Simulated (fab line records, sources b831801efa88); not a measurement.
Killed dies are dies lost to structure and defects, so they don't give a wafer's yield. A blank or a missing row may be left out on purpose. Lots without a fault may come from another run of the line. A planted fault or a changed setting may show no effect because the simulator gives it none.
A struck lot beside a sound one | flow sky130 | 15 steps out of a route of 708
Sound: wafers L786.4, L786.5, L786.6. Struck: wafers L790.2, L790.3, L790.4. The cause comes at the end.
At each step with rows: each side's tool, then ch and its chambers, then its first start. Under that, the readings that differ: sound wafers | struck wafers | difference of the means | sigmas: that difference in standard deviations of wafers without a fault.
alike: readings whose means differ by less than 2 such deviations, and words and numbers that are the same on both sides. not compared: withheld readings, readings that some wafer has no value for, bounds like >300 that may hide the same value, and numbers for which the record gives no deviation and whose values overlap.
The two part at a step that has a row with sigmas, a row that says differs or no value, or rows on one side only. Numbers that don't overlap but have no deviation are shown without sigmas and don't part them. A reading that every wafer of one side lacks parts them only if that side has two wafers or more.

first, 7 steps without rows for these wafers: SKY_VT_ADJUST_HVTP_DEHYDRATE_00 (time 60 s); SKY_VT_ADJUST_HVTP_HMDS_01 (prime time 60 s); SKY_VT_ADJUST_HVTP_COAT_02 (resist thk 1140 nm); SKY_VT_ADJUST_HVTP_SOFTBAKE_03 (time 60 s); SKY_VT_ADJUST_HVTP_EXPOSE_04 (exposes mask HVTPM, target cd 380 nm); SKY_VT_ADJUST_HVTP_PEB_05; SKY_VT_ADJUST_HVTP_DEVELOP_06 (develop time 60 s).
SKY_VT_ADJUST_HVTP_CD_MEAS_07: target cd 380 nm.
  sound on cd_sem-02, day 7 05:54; struck on cd_sem-01, day 8 22:24
  alike: cd_nm
SKY_VT_ADJUST_HVTP_OVL_MEAS_08:
  sound on overlay-02, day 7 05:59; struck on overlay-02, day 8 22:31
  alike: VT_ADJUST_HVTP_OVL
then, 1 step without rows for these wafers: SKY_VT_ADJUST_HVTP_IMPLANT_09.
SKY_VT_ADJUST_HVTP_STRIP_10: strips in O2/N2.
  sound on plasma_asher-02 ch 0,1, day 7 06:11; struck on plasma_asher-01 ch 0,1, day 8 22:41
  alike: drypump_motor_current_A, oes_product_au, strip_time_to_endpoint_s
  not compared: rf_hours_counter_h
SKY_VT_ADJUST_HVTP_TW_MEAS_11:
  sound on film_metro-04, day 7 06:17; struck on film_metro-01, day 8 22:48
  reading           | sound          | struck         | difference | sigmas
  VT_ADJUST_HVTP_TW | 1378 1371 1383 | 1334 1334 1331 | -44        | -2
SKY_VT_ADJUST_LVTN_DEHYDRATE_00: time 60 s.
  sound on litho_track-01 ch 0, day 7 15:18; struck on litho_track-02 ch 0, day 9 08:49
  reading                  | sound                | struck               | difference | sigmas
  heater_power_total_W (W) | 160.34 160.47 160.33 | 161.90 162.04 161.96 | +1.59      | +13
  plate_temp_C (C)         | 199.78 199.82 199.57 | 201.59 201.24 201.90 | +1.85      | +10
then, 1 step without rows for these wafers: SKY_VT_ADJUST_LVTN_HMDS_01 (prime time 60 s).
-- the record jumps here: 39 days lie between the struck wafers' starts before and after (it left off in module VT_ADJUST_LVTN and takes up again in module PAD_OPEN, whose first step shown is number 708 of the route) --
SKY_PAD_OPEN_PROBE_99:
  sound on prober-01, day 47 03:46; struck on prober-02, day 48 16:01
  reading            | sound    | struck   | difference | sigmas
  killed_at_contacts | 31 41 24 | 19 15 14 | -16        | -3
  killed_short       | 47 46 46 | 32 30 32 | -15        | -3
  alike: killed_at_M0_to_M3, killed_at_M4_up, killed_at_front_end, killed_at_other, killed_dies, killed_open

WHERE THEY PART
First at SKY_VT_ADJUST_HVTP_TW_MEAS_11; last, within this record, at SKY_PAD_OPEN_PROBE_99.

WHY: what the simulator had put in
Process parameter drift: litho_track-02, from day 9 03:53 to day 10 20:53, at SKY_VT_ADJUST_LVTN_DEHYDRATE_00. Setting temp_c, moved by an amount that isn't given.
